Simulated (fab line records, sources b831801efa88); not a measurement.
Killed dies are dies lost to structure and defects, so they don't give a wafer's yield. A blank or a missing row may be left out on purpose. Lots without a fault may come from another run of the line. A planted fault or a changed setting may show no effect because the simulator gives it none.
A struck lot beside a sound one | flow sky130 | 14 steps out of a route of 708
Sound: wafers L898.1, L898.2, L898.3. Struck: wafers L891.1, L891.2, L891.5. The cause comes at the end.
At each step with rows: each side's tool, then ch and its chambers, then its first start. Under that, the readings that differ: sound wafers | struck wafers | difference of the means | sigmas: that difference in standard deviations of wafers without a fault.
alike: readings whose means differ by less than 2 such deviations, and words and numbers that are the same on both sides. not compared: withheld readings, readings that some wafer has no value for, bounds like >300 that may hide the same value, and numbers for which the record gives no deviation and whose values overlap.
The two part at a step that has a row with sigmas, a row that says differs or no value, or rows on one side only. Numbers that don't overlap but have no deviation are shown without sigmas and don't part them. A reading that every wafer of one side lacks parts them only if that side has two wafers or more.

first, 4 steps without rows for these wafers: SKY_METAL1_STRIP_21 (strips in post etch residue remover, time 1200 s); SKY_METAL1_CLEAN_22 (cleans in IPA, time 180 s); SKY_METAL1_CLEAN_23 (cleans in O3/DIW); SKY_VIA1_HDPCVD_00 (deposits SiO2, target thk 1030 nm, time 171.7 s).
SKY_VIA1_THK_MEAS_01:
  sound on film_metro-02, day 37 13:40; struck on film_metro-03, day 36 00:56
  alike: VIA1_HDPCVD_THK
SKY_VIA1_CMP_02: polishes SiO2.
  sound on cmp-01 ch 0,1,2, day 37 13:44; struck on cmp-01 ch 1,3, day 36 01:07
  alike: motor_current_A, retaining_ring_pressure_frac
SKY_VIA1_BOW_MEAS_03:
  sound on film_metro-04, day 37 14:02; struck on film_metro-04, day 36 01:22
  alike: VIA1_BOW
then, 5 steps without rows for these wafers: SKY_VIA1_DEHYDRATE_04 (time 60 s); SKY_VIA1_HMDS_05 (prime time 60 s); SKY_VIA1_COAT_06 (resist thk 60 nm); SKY_VIA1_COAT_07 (resist thk 450 nm); SKY_VIA1_SOFTBAKE_08 (time 90 s).
SKY_VIA1_EXPOSE_09: exposes mask VIM, target cd 150 nm.
  sound on krf_scanner-01 ch 0, day 38 03:35; struck on krf_scanner-01, day 36 14:35
  no value came back on the struck wafers for exposure_dose_mJ_cm2, focus_offset_nm (nm), reticle_temp_C (C); on the sound wafers exposure_dose_mJ_cm2 reads 38.05 38.06 38.07
  alike: mask
then, 1 step without rows for these wafers: SKY_VIA1_PEB_10.

WHERE THEY PART
Only at SKY_VIA1_EXPOSE_09, within this record.

WHY: what the simulator had put in
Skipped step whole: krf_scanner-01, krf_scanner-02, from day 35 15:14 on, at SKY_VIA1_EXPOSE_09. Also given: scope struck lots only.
